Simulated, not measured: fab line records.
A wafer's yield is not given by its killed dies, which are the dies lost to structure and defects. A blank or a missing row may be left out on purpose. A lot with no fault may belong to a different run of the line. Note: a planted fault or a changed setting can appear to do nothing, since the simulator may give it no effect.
Comparing a struck lot with a sound one :: flow sfq_line :: 42 steps out of a route of 325
Sound: the wafers L123.1, L123.3, L123.6. Struck: wafer L121.2 (L121.3, L121.5, from the same lot, were not struck and are left out); the cause is given at the end.
At each step with rows: each side's tool, then ch and its chambers, then its first start. Under that, the readings that differ: sound wafers :: struck wafers :: difference of the means :: sigmas: that difference in standard deviations of wafers without a fault.
alike: same words and numbers on both sides, and readings whose means sit less than 2 such deviations apart. not compared: any withheld reading, any reading some wafer has no value for, any bound like >300 that may hide the same value, and any number with overlapping values for which the record gives no deviation.
The two part at a step that has a row with sigmas, a row that says differs or no value, or rows on one side only. Non-overlapping numbers with no deviation appear without sigmas and do not part them. Lack of a reading on every wafer of one side parts them only where that side has two or more wafers.

first, 6 steps without rows for these wafers: SFQ_TRILAYER_M4_LITHO_COAT_098 (resist thk 62 nm); SFQ_TRILAYER_M4_LITHO_COAT_093 (resist thk 600 nm); SFQ_TRILAYER_M4_LITHO_SOFTBAKE_097; SFQ_TRILAYER_M4_LITHO_EXPOSE_094 (exposes mask M4, target cd 500 nm); SFQ_TRILAYER_M4_LITHO_PEB_096 (peb time 60 s); SFQ_TRILAYER_M4_LITHO_DEVELOP_095 (time 60 s).
SFQ_M4_OVL_MEAS_926:
  sound on overlay-01, day 59 17:15; struck on overlay-02, day 59 10:04
  alike: M4_OVL
SFQ_TRILAYER_M4_BARC_OPEN_METAL_ETCH_123: etches BARC in O2, target depth 125 nm, time 41.7 s.
  sound on rie_metal-04 ch 0,1, day 59 17:17; struck on rie_metal-02 ch 0, day 59 10:05
reading: drypump_motor_current_A (A)
sound: 5.7 5.9 5.7
struck: 5.0
difference: -0.8
sigmas: -2
  alike: chamber_pressure_mTorr, oes_product_au
  not compared: rf_hours_counter_h
then, 3 steps without rows for these wafers: SFQ_TRILAYER_M4_ETCH_METAL_ETCH_096 (etches Nb in Cl2/Ar, stops on SiO2, target depth 240 nm, time 120 s); SFQ_TRILAYER_M4_STRIP_STRIP_097 (strips in O2); SFQ_TRILAYER_M4_STRIP_SOLV_CLEAN_098 (cleans in NMP, time 600 s).
SFQ_TRILAYER_I4_DEP_PECVD_099: deposits SiO2 from SiH4/N2O, time 111.11 s, target thk 500 nm.
  sound on pecvd-03 ch 0,1,2, day 59 18:15; struck on pecvd-04 ch 0, day 59 11:03
  alike: heater_power_w, throttle_valve_pct
SFQ_TRILAYER_I4_CMP_CMP_100: polishes SiO2.
  sound on cmp-01 ch 1,2,3, day 59 19:46; struck on cmp-02 ch 3, day 59 12:20
reading: model.SiO2_of_TRILAYER_I4_DEP_PECVD_099.thk_nm (nm)
sound: 199 199.4 199.9
struck: 220.9
difference: +21.5
sigmas: 
  alike: motor_current_A, slurry_filter_dp_kPa, time_to_endpoint_s
SFQ_I4_BOW_MEAS_927:
  sound on film_metro-03, day 59 22:46; struck on film_metro-01, day 59 14:21
reading: I4_BOW (um)
sound: -3 0 -6
struck: 15
difference: +18
sigmas: +2
SFQ_TRILAYER_I4_METRO_MEASURE_101:
  sound on film_metro-03, day 59 22:53; struck on film_metro-01, day 59 14:39
reading: thk_nm (nm)
sound: 198.9 199.4 199.8
struck: 220.9
difference: +21.5
sigmas: +18
then, 6 steps without rows for these wafers: SFQ_TRILAYER_I4_VIA_LITHO_COAT_108 (resist thk 62 nm); SFQ_TRILAYER_I4_VIA_LITHO_COAT_103 (resist thk 650 nm); SFQ_TRILAYER_I4_VIA_LITHO_SOFTBAKE_107; SFQ_TRILAYER_I4_VIA_LITHO_EXPOSE_104 (exposes mask I4, target cd 700 nm); SFQ_TRILAYER_I4_VIA_LITHO_PEB_106 (peb time 60 s); SFQ_TRILAYER_I4_VIA_LITHO_DEVELOP_105 (time 60 s).
SFQ_I4_OVL_MEAS_928:
  sound on overlay-02, day 60 02:47; struck on overlay-01, day 59 18:35
  alike: I4_OVL
then, 1 step without rows for these wafers: SFQ_TRILAYER_I4_VIA_BARC_OPEN_VIA_ETCH_146 (etches BARC in O2, target depth 125 nm, time 41.7 s).
SFQ_TRILAYER_I4_VIA_ETCH_VIA_ETCH_106: etches SiO2 in CHF3, stops on Nb, target depth 260 nm.
  sound on rie_diel-01 ch 2,3, day 60 02:51; struck on rie_diel-01 ch 3, day 59 18:40
reading: oes_product_au (a.u.)
sound: 0.851 0.857 0.859
struck: 0.909
difference: +0.053
sigmas: +10

reading: model.I4.feature_depth_nm (nm)
sound: 199 199.4 199.9
struck: 220.9
difference: +21.5
sigmas: 

reading: model.etch.depth_nm (nm)
sound: 199 199.4 199.9
struck: 220.9
difference: +21.5
sigmas: 
  alike: chamber_pressure_mTorr, drypump_motor_current_A
SFQ_TRILAYER_I4_VIA_STRIP_STRIP_107: strips in O2.
  sound on rie_metal-02 ch 0,1, day 60 02:58; struck on rie_metal-04 ch 0, day 59 18:46
reading: oes_product_au (a.u.)
sound: 0.987 0.986 0.990
struck: 1.008
difference: +0.020
sigmas: +2
  alike: chamber_pressure_mTorr, drypump_motor_current_A
  not compared: rf_hours_counter_h
then, 2 steps without rows for these wafers: SFQ_TRILAYER_I4_VIA_STRIP_SOLV_CLEAN_108 (cleans in NMP, time 600 s); SFQ_TRILAYER_JJ_TRILAYER_DEP_PRE_CLEAN_113 (time 22.5 s).
SFQ_TRILAYER_JJ_TRILAYER_DEP_SPUTTER_109: material Nb, target thk 150 nm, time 100 s.
  sound on pvd_sputter-03, day 60 03:46; struck on pvd_sputter-03, day 59 19:34
  alike: throttle_valve_pct
then, 3 steps without rows for these wafers: SFQ_TRILAYER_JJ_TRILAYER_DEP_SPUTTER_110 (material Al, target thk 8 nm, time 10 s); SFQ_TRILAYER_JJ_TRILAYER_DEP_AL_OXIDATION_111 (oxidation time 600 s); SFQ_TRILAYER_JJ_TRILAYER_DEP_SPUTTER_112 (material Nb, target thk 170 nm, time 113.3 s).
SFQ_JJ_RS_MEAS_929: measurement is done with a four-point probe.
  sound on film_metro-02, day 60 04:57; struck on film_metro-01, day 59 20:46
  alike: JJ_NB_RS
then, 6 steps without rows for these wafers: SFQ_TRILAYER_JJ_CE_LITHO_COAT_119 (resist thk 62 nm); SFQ_TRILAYER_JJ_CE_LITHO_COAT_114 (resist thk 600 nm); SFQ_TRILAYER_JJ_CE_LITHO_SOFTBAKE_118; SFQ_TRILAYER_JJ_CE_LITHO_EXPOSE_115 (exposes mask J5, target cd 700 nm); SFQ_TRILAYER_JJ_CE_LITHO_PEB_117 (peb time 60 s); SFQ_TRILAYER_JJ_CE_LITHO_DEVELOP_116 (time 60 s).
SFQ_JJ_OVL_MEAS_931:
  sound on overlay-01, day 60 08:56; struck on overlay-02, day 59 23:11
  alike: J5_OVL
then, 1 step without rows for these wafers: SFQ_TRILAYER_JJ_CE_METRO_MEASURE_117.
SFQ_TRILAYER_JJ_CE_BARC_OPEN_RIE_150: chemistry O2, target BARC, target depth 240 nm, time 80 s.
  sound on rie_metal-02 ch 0,1, day 60 10:10; struck on rie_metal-01 ch 0, day 60 00:25
  alike: chamber_pressure_mTorr, drypump_motor_current_A, oes_product_au
  not compared: rf_hours_counter_h
SFQ_TRILAYER_M5_ETCH_METAL_ETCH_126: etches Nb in Cl2/BCl3, stops on SiO2, time 203.2 s, target depth 265 nm.
  sound on rie_metal-01 ch 0,1, day 60 16:14; struck on rie_metal-01 ch 1, day 60 04:14
reading: model.SiO2_of_TRILAYER_I4_DEP_PECVD_099.thk_nm (nm)
sound: 179.2 179.6 180
struck: 201.1
difference: +21.5
sigmas: 
  alike: chamber_pressure_mTorr, drypump_motor_current_A, oes_product_au
  not compared: rf_hours_counter_h

## WHERE THEY PART
At SFQ_TRILAYER_M4_BARC_OPEN_METAL_ETCH_123 first; at SFQ_TRILAYER_I4_VIA_STRIP_STRIP_107 last (within this record only). Later steps at which nothing parts them and some readings are alike: SFQ_TRILAYER_JJ_TRILAYER_DEP_SPUTTER_109, SFQ_JJ_RS_MEAS_929, SFQ_JJ_OVL_MEAS_931, SFQ_TRILAYER_JJ_CE_BARC_OPEN_RIE_150, SFQ_TRILAYER_M5_ETCH_METAL_ETCH_126.

WHY: what the simulator had put in
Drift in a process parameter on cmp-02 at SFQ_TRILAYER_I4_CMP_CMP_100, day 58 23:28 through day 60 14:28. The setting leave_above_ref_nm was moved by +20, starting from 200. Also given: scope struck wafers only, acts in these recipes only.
